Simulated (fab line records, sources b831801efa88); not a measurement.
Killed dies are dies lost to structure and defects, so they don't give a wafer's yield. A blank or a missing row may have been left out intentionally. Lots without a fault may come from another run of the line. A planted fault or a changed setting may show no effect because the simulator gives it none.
What tool caused it? | flow gf180mcu | Sampling: 6 lots, 17 wafers, 4 of 602 route steps

== WHAT THE GAUGES READ, wafer by wafer ==
GF_V1_CD_MEAS_14: target cd 260 nm.
lot  | measured     | on        | cd nm (nm)
L652 | day 18 11:43 | cd sem-01 | 258.9 259.1 259.0
L654 | day 19 06:31 | cd sem-01 | 261.2 260.8 260.2
L659 | day 20 23:20 | cd sem-02 | 259.6 260.4
L665 | day 23 02:58 | cd sem-02 | 260.0 260.8 260.0
L671 | day 25 04:55 | cd sem-01 | 260.1 259.7 259.4
L673 | day 26 05:26 | cd sem-01 | 260.7 261.0 260.4

== EACH LOT AND THE TOOL THAT RAN IT (in order: tool; ch and the chambers of the sampled wafers; start) ==
lot  | GF_STI_ETCH_14                  | GF_MVSD_COAT_02                  | GF_MVSD_STRIP_10
L652 | rie si-01 ch 1,2,3, day 2 06:37 | litho track-03 ch 0, day 4 08:44 | plasma asher-04 ch 0,1, day 4 16:10
L654 | rie si-01 ch 0,2,3, day 2 16:56 | litho track-01 ch 0, day 4 20:00 | plasma asher-04 ch 0,1, day 5 03:48
L659 | rie si-01 ch 3, day 3 18:27     | litho track-01 ch 0, day 6 00:53 | plasma asher-03 ch 0,1, day 6 09:06
L665 | rie si-02 ch 0,3, day 5 01:38   | litho track-02 ch 0, day 7 08:37 | plasma asher-04 ch 0,1, day 7 16:49
L671 | rie si-02 ch 0,1,2, day 6 09:27 | litho track-03 ch 0, day 8 20:38 | plasma asher-02 ch 0,1, day 9 06:05
L673 | rie si-01 ch 1,2, day 6 19:23   | litho track-03 ch 0, day 9 17:41 | plasma asher-02 ch 0,1, day 10 02:41
- GF_STI_ETCH_14: etches Si in HBr/Cl2/O2, target depth 360 nm, time 102.9 s.
- GF_MVSD_COAT_02: resist thk 3000 nm.
- GF_MVSD_STRIP_10: strips in O2/N2.

== THE ANSWER, worked out from the rows above alone ==
Rule: the usual values come from the lots themselves. The widest of any qualifying gaps counts: lots, ordered by their means at a reading, are off when they make up no more than a third of the lots, leave a main group of 4 or more, and stand apart from it by 3 or more times the standard deviation of that group's means. Not used: any main group whose means are identical at the precision the tables above print for the reading. Also off: a lot with no number at a reading for which 4 or more lots have one. All remaining lots with rows at the step are treated as sound.
Nothing can be told from this: no lot is off at any reading shown.

== WHAT HAD BEEN PUT IN BY THE SIMULATOR ==
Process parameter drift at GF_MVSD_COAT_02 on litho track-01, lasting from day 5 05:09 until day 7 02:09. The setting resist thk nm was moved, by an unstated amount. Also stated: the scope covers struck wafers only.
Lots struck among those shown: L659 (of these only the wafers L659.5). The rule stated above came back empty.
